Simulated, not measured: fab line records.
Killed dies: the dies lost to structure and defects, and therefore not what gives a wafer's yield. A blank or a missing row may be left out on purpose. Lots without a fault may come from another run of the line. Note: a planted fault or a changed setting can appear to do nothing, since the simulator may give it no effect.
Lot-split experiment -- flow gf180mcu -- 23 wafers read from 5 lots, route of 602 steps

== THE SPLIT ITSELF ==
At GF_TOP_METAL_SPUTTER_01 (material TiN, target thk 30 nm, time 25 s), the setting time_s was moved away from the recipe's 25 s on 10 of the 23 wafers read, by -11.9% to +14.8%. All remaining wafers had this setting at the recipe value.

The split's own step is where the reading is taken.

== THE READING ==
TiN_of_TOP_METAL_SPUTTER_01.thk_nm (the simulator's own value, which no gauge read), in nm, at GF_TOP_METAL_SPUTTER_01 (material TiN, target thk 30 nm, time 25 s). The file gives no usual value for it. The 13 wafers here that ran the recipe average 29.97 nm, standard deviation 0.28 nm.

wafer,"tool, chamber at the split","time_s as run, s",against the recipe,"TiN_of_TOP_METAL_SPUTTER_01.thk_nm, nm",against lot-mates on the recipe
L074.1,"pvd_sputter-04, -",25,recipe,29.42,-
L074.2,"pvd_sputter-04, -",25,recipe,29.49,-
L074.3,"pvd_sputter-04, -",22.08,-11.7%,25.86,-3.59
L074.4,"pvd_sputter-04, -",22.08,-11.7%,25.94,-3.51
L074.6,"pvd_sputter-04, -",22.08,-11.7%,25.98,-3.47
L076.1,"pvd_sputter-04, -",22.03,-11.9%,26.87,-3.44
L076.2,"pvd_sputter-04, -",25,recipe,30.33,-
L076.4,"pvd_sputter-04, -",22.03,-11.9%,26.89,-3.42
L076.5,"pvd_sputter-04, -",25,recipe,30.34,-
L076.6,"pvd_sputter-04, -",25,recipe,30.27,-
L077.1,"pvd_sputter-01, -",25,recipe,29.79,-
L077.5,"pvd_sputter-01, -",25,recipe,29.88,-
L077.6,"pvd_sputter-01, -",25,recipe,29.96,-
L078.1,"pvd_sputter-01, -",25,recipe,30.21,-
L078.2,"pvd_sputter-01, -",25,recipe,30.06,-
L078.4,"pvd_sputter-01, -",28.69,+14.8%,34.38,+4.26
L078.5,"pvd_sputter-01, -",25,recipe,30.1,-
L078.6,"pvd_sputter-01, -",28.69,+14.8%,34.93,+4.81
L080.2,"pvd_sputter-04, -",26.93,+7.7%,32.11,+2.26
L080.3,"pvd_sputter-04, -",26.93,+7.7%,32.31,+2.46
L080.4,"pvd_sputter-04, -",26.93,+7.7%,32.14,+2.29
L080.5,"pvd_sputter-04, -",25,recipe,29.92,-
L080.6,"pvd_sputter-04, -",25,recipe,29.78,-

THE FIT
A straight line over all 23 wafers: TiN_of_TOP_METAL_SPUTTER_01.thk_nm changes by +0.31 nm for each +1% of time_s; r = +0.99; the points scatter about the line by 0.35 nm.
The same after taking each lot's own level away (the mean of its wafers on the recipe; 23 wafers): +0.301 nm for each +1%; r = +1.00; scatter 0.11 nm.
That fit puts the effect of the largest move of time_s on the reading at 4.4 nm.
The lots' own levels span 29.455 to 30.313 nm, that is 3.0 times the standard deviation above.
So the lot-to-lot level changes the slope little: the two slopes agree.
Check: with one of the wafers moved furthest among these (+14.8%) left out of the fit, the line predicts +4.52 nm for it against its lot-mates. Against them it came out at +4.26 nm.

== THE OTHER SPLITS THESE WAFERS WENT THROUGH ==
These wafers also went through other splits before the reading. Each is held against what the fit with the lots' levels taken away leaves over:
other split on the same wafers,wafers away from the commonest value,r with TiN_of_TOP_METAL_SPUTTER_01.thk_nm (lot level and that fit taken away)
GF_MIM_DEVELOP_18 dev_temp_c,8,-0.13
GF_M5_EXPOSE_04 dose_mj,7,+0.23
GF_V5_CMP_04 leave_above_ref_nm,9,+0.01
GF_V5_EXPOSE_11 dose_mj,8,-0.11
GF_V5_DEVELOP_13 dev_temp_c,11,+0.26

== THE FILE'S OWN FIT ==
TiN_of_TOP_METAL_SPUTTER_01.thk_nm changes by +0.301 nm for each +1% of time_s, r = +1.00.
